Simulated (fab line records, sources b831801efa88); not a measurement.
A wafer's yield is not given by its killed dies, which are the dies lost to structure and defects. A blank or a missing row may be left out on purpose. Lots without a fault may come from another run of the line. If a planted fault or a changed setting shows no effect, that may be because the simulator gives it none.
Split-lot trial	flow sky130	5 lots, 23 wafers read, on a route of 708 steps

## THE SPLIT
At SKY_LOCAL_INTERCONNECT_COAT_06 (resist thk 450 nm), the setting spin_rpm was moved away from the recipe's 3000 rpm on 6 of the 23 wafers read, by +3.3% to +4.0%. For the rest of the wafers, this setting stayed at what the recipe calls for.

## FROM THE SPLIT TO THE READING: what the file shows between them, 2 steps
- SKY_LOCAL_INTERCONNECT_SOFTBAKE_07: time 90 s
- SKY_LOCAL_INTERCONNECT_EXPOSE_08: exposes mask LI1M, target cd 170 nm

## THE READING
KrF-thick_of_LOCAL_INTERCONNECT_COAT_06.thk_nm (the simulator's own value, which no gauge read), in nm, at SKY_LOCAL_INTERCONNECT_ETCH_13 (etches BARC in N2/H2, stops on SiO2, time 45.9 s, target depth 60 nm). There is no usual value for it anywhere in the file. Here, 17 wafers ran the recipe; their average is 393.1 nm with a standard deviation of 0.88 nm.

wafer	tool, chamber at the split	spin_rpm as run, rpm	against the recipe	KrF-thick_of_LOCAL_INTERCONNECT_COAT_06.thk_nm, nm	against lot-mates on the recipe
L075.1	litho_track-04, 0	3000	recipe	393.1	-
L075.2	litho_track-04, 0	3121	+4.0%	386.6	-6.9
L075.3	litho_track-04, 0	3000	recipe	393.8	-
L075.4	litho_track-04, 0	3121	+4.0%	387.4	-6.1
L075.6	litho_track-04, 0	3121	+4.0%	386.7	-6.8
L078.1	litho_track-04, 0	3099	+3.3%	384.8	-6.7
L078.2	litho_track-04, 0	3000	recipe	391.6	-
L078.3	litho_track-04, 0	3099	+3.3%	383.2	-8.3
L078.4	litho_track-04, 0	3099	+3.3%	385.3	-6.2
L078.6	litho_track-04, 0	3000	recipe	391.3	-
L079.2	litho_track-04, 0	3000	recipe	392.7	-
L079.3	litho_track-04, 0	3000	recipe	392.8	-
L079.4	litho_track-04, 0	3000	recipe	394.1	-
L079.5	litho_track-04, 0	3000	recipe	393	-
L079.6	litho_track-04, 0	3000	recipe	394.6	-
L080.1	litho_track-03, 0	3000	recipe	394.4	-
L080.5	litho_track-03, 0	3000	recipe	392.3	-
L080.6	litho_track-03, 0	3000	recipe	393.5	-
L081.1	litho_track-01, 0	3000	recipe	393	-
L081.2	litho_track-01, 0	3000	recipe	393.7	-
L081.4	litho_track-01, 0	3000	recipe	393.6	-
L081.5	litho_track-01, 0	3000	recipe	392.5	-
L081.6	litho_track-01, 0	3000	recipe	393.5	-

FIT RESULTS
A straight line over all 23 wafers: KrF-thick_of_LOCAL_INTERCONNECT_COAT_06.thk_nm changes by -1.97 nm for each +1% of spin_rpm; r = -0.93; the points scatter about the line by 1.4 nm.
The same after taking each lot's own level away (the mean of its wafers on the recipe; 23 wafers): -1.82 nm for each +1%; r = -0.97; scatter 0.82 nm.
That fit puts the effect of the largest move of spin_rpm on the reading at 7.3 nm.
The lots' own levels span 391.45 to 393.45 nm, that is 2.3 times the standard deviation above.
Consequently the slope shifts little with the lot-to-lot level, the two slopes agreeing.
Check: -7.49 nm against its lot-mates is what the line predicts for one of the wafers moved furthest among these (+4.0%) when that wafer is left out of the fit. It came out at -6.85 nm against them.

## THE OTHER SPLITS THESE WAFERS WENT THROUGH
Note: prior to the reading, these wafers also went through further splits. Each is held against what the fit with the lots' levels taken away leaves over:
other split on the same wafers	wafers away from the commonest value	r with KrF-thick_of_LOCAL_INTERCONNECT_COAT_06.thk_nm (lot level and that fit taken away)
SKY_LDD_LDN_IMPLANT_09 energy_kev	6	+0.44
SKY_SPACER_CVD_00 pressure_mtorr	15	-0.16
SKY_SD_P_DEVELOP_06 develop_time_s	4	+0.00
SKY_SD_P_IMPLANT_09 dose_cm2	11	+0.16
SKY_RES_XHIGH_STRIP_08 power_w	11	-0.18
SKY_SD_N_SOFTBAKE_03 temp_c	5	+0.14
SKY_SD_N_IMPLANT_09 energy_kev	9	+0.57
SKY_LI_CONTACT_HDPCVD_00 time_s	5	+0.09
SKY_LI_CONTACT_SPUTTER_20 time_s	10	+0.12

## THE WHOLE CHAIN: every reading that the file lists as answering this split, in the file's order
step	what it does	reading	change (the file's fit)	r (the file's)
SKY_LOCAL_INTERCONNECT_COAT_06	resist thk 450 nm	KrF-thick_of_LOCAL_INTERCONNECT_COAT_06.thk_nm (the simulator's own value, which no gauge read)	-2.03 nm for each +1% of the setting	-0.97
SKY_LOCAL_INTERCONNECT_ETCH_13	etches BARC in N2/H2, stops on SiO2, time 45.9 s, target depth 60 nm	KrF-thick_of_LOCAL_INTERCONNECT_COAT_06.thk_nm (the simulator's own value, which no gauge read)	-1.82 nm for each +1% of the setting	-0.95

## THE FILE'S OWN FIT
KrF-thick_of_LOCAL_INTERCONNECT_COAT_06.thk_nm changes by -1.82 nm for each +1% of spin_rpm, r = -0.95.
